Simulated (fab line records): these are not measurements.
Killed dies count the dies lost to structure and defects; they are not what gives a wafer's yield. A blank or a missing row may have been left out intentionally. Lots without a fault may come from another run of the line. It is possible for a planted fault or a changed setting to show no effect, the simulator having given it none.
Chamber matching :: flow sky130 :: cmp-02 running SKY_FIELD_ISO_CMP_27: 4 sister chambers
The step polishes, stops on Si3N4, t overpolish 16 s, target thk 457.8 nm. 14 wafers are shown with their chamber, then 7 later ones without.

== EACH WAFER AND ITS CHAMBER ==
wafer: L155.2
chamber: 2
motorCurrentA (A): 12.0
headPressurePsi (psi): 3.987

wafer: L155.3
chamber: 3
motorCurrentA (A): 10.1
headPressurePsi (psi): 4.001

wafer: L155.4
chamber: 1
motorCurrentA (A): 11.1
headPressurePsi (psi): 4.005

wafer: L166.1
chamber: 3
motorCurrentA (A): 11.1
headPressurePsi (psi): 4.006

wafer: L166.2
chamber: 2
motorCurrentA (A): 11.8
headPressurePsi (psi): 3.995

wafer: L166.4
chamber: 1
motorCurrentA (A): 11.6
headPressurePsi (psi): 3.991

wafer: L167.1
chamber: 3
motorCurrentA (A): 10.5
headPressurePsi (psi): 4.015

wafer: L167.5
chamber: 2
motorCurrentA (A): 11.6
headPressurePsi (psi): 3.994

wafer: L167.6
chamber: 3
motorCurrentA (A): 10.0
headPressurePsi (psi): 4.016

wafer: L168.1
chamber: 3
motorCurrentA (A): 10.0
headPressurePsi (psi): 3.996

wafer: L168.4
chamber: 2
motorCurrentA (A): 11.9
headPressurePsi (psi): 3.997

wafer: L168.5
chamber: 2
motorCurrentA (A): 12.0
headPressurePsi (psi): 4.004

wafer: L170.2
chamber: 0
motorCurrentA (A): 13.0
headPressurePsi (psi): 3.991

wafer: L170.3
chamber: 2
motorCurrentA (A): 11.8
headPressurePsi (psi): 3.987

SIGNATURES, as means of the wafers listed above
reading: motorCurrentA
chamber 0: 13.000
chamber 1: 11.350
chamber 2: 11.850
chamber 3: 10.340
scatter within a chamber: 0.336

reading: headPressurePsi
chamber 0: 3.99100
chamber 1: 3.99800
chamber 2: 3.99400
chamber 3: 4.00680
scatter within a chamber: 0.0078
Rule: a wafer lies at a distance from a chamber equal to the root of the sum of squares, over the readings, of (its reading less the chamber's mean, divided by the reading's scatter). The wafer belongs to the nearest chamber; if the next one is less than 2 further off, it can't be placed. The scatter: take each reading less its chamber's mean, square it, sum over the shown wafers, divide by the number of wafers less the number of chambers, and take the root.

== WAFERS WITHOUT THEIR CHAMBER ==
wafer: L170.5
motorCurrentA (A): 11.5
headPressurePsi (psi): 3.978

wafer: L172.3
motorCurrentA (A): 11.8
headPressurePsi (psi): 3.998

wafer: L172.4
motorCurrentA (A): 11.0
headPressurePsi (psi): 4.004

wafer: L172.6
motorCurrentA (A): 10.4
headPressurePsi (psi): 3.999

wafer: L176.1
motorCurrentA (A): 10.6
headPressurePsi (psi): 4.010

wafer: L176.4
motorCurrentA (A): 12.8
headPressurePsi (psi): 3.998

wafer: L176.6
motorCurrentA (A): 10.7
headPressurePsi (psi): 4.011

== EACH ONE'S CHAMBER ==
wafer: L170.5
from the rows above: can't be placed: 2 or 1
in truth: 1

wafer: L172.3
from the rows above: can't be placed: 2 or 1
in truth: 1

wafer: L172.4
from the rows above: can't be placed: 1 or 3 or 2
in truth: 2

wafer: L172.6
from the rows above: can't be placed: 3 or 1
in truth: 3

wafer: L176.1
from the rows above: can't be placed: 3 or 1
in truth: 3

wafer: L176.4
from the rows above: can't be placed: 0 or 2
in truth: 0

wafer: L176.6
from the rows above: can't be placed: 3 or 1
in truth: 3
0 of 7 placed correctly. Can't be placed from these rows: 7 (the true chamber is among the candidates in 7). Number placed wrongly: 0.
